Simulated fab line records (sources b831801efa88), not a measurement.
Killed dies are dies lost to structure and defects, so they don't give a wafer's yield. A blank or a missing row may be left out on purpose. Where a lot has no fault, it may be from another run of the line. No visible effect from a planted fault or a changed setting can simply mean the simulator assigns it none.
2 desks, one fault / flow sky130 / each desk has only its own numbers; what lay behind them comes last

## AT THE METROLOGY DESK
What the gauges read for every lot (on any tool): the sampled wafers with a number, averaged. The brackets show how far a lot's mean lies from the usual mean; more than 4 standard deviations puts the lot out of limits, marked OUT.
Columns: A = VIA3_W_RS at SKY_VIA3_RS_MEAS_22, usual 0.2923 ohm/sq
lot=L991; first seen here=day 39 19:29; A=0.2920
lot=L992; first seen here=day 39 21:31; A=0.2907
lot=L993; first seen here=day 40 07:53; A=0.2890
lot=L995; first seen here=day 41 10:54; A=0.2948
lot=L102; first seen here=day 43 06:05; A=0.2891
lot=L103; first seen here=day 43 20:09; A=0.2906
lot=L104; first seen here=day 44 11:55; A=0.2913
lot=L106; first seen here=day 44 17:20; A=0.2896
lot=L107; first seen here=day 44 18:35; A=0.2947
lot=L108; first seen here=day 44 18:59; A=0.2923
lot=L111; first seen here=day 45 04:34; A=0.2935
lot=L113; first seen here=day 46 02:14; A=0.2943
This desk found nothing out of limits on any of the 12 lots.

## TOOL OWNER'S DESK, pvd-sputter-01
At SKY_CAP2M_SPUTTER_02 (material TiN, target thk 200 nm, time 166.7 s) the tool's own readings: per lot run on this tool, the mean of the sampled wafers that have a number. The brackets show how far a lot's mean lies from the usual mean; more than 4 standard deviations puts the lot out of limits, marked OUT.
Columns: A = throttle-valve-pct at SKY_CAP2M_SPUTTER_02, usual 29.9 %
lot=L992; first seen here=day 39 22:14; A=30.3
lot=L993; first seen here=day 40 08:35; A=29.6
lot=L995; first seen here=day 41 11:37; A=29.5
lot=L104; first seen here=day 44 12:36; A=29.4
lot=L106; first seen here=day 44 18:17; A=30.1
lot=L107; first seen here=day 44 19:24; A=29.5
This desk found nothing out of limits on any of the 6 lots.

## ALL TOGETHER
The metrology desk saw nothing out of limits.
The tool owner's desk saw nothing out of limits.

## WHAT WAS PUT IN BY THE SIMULATOR
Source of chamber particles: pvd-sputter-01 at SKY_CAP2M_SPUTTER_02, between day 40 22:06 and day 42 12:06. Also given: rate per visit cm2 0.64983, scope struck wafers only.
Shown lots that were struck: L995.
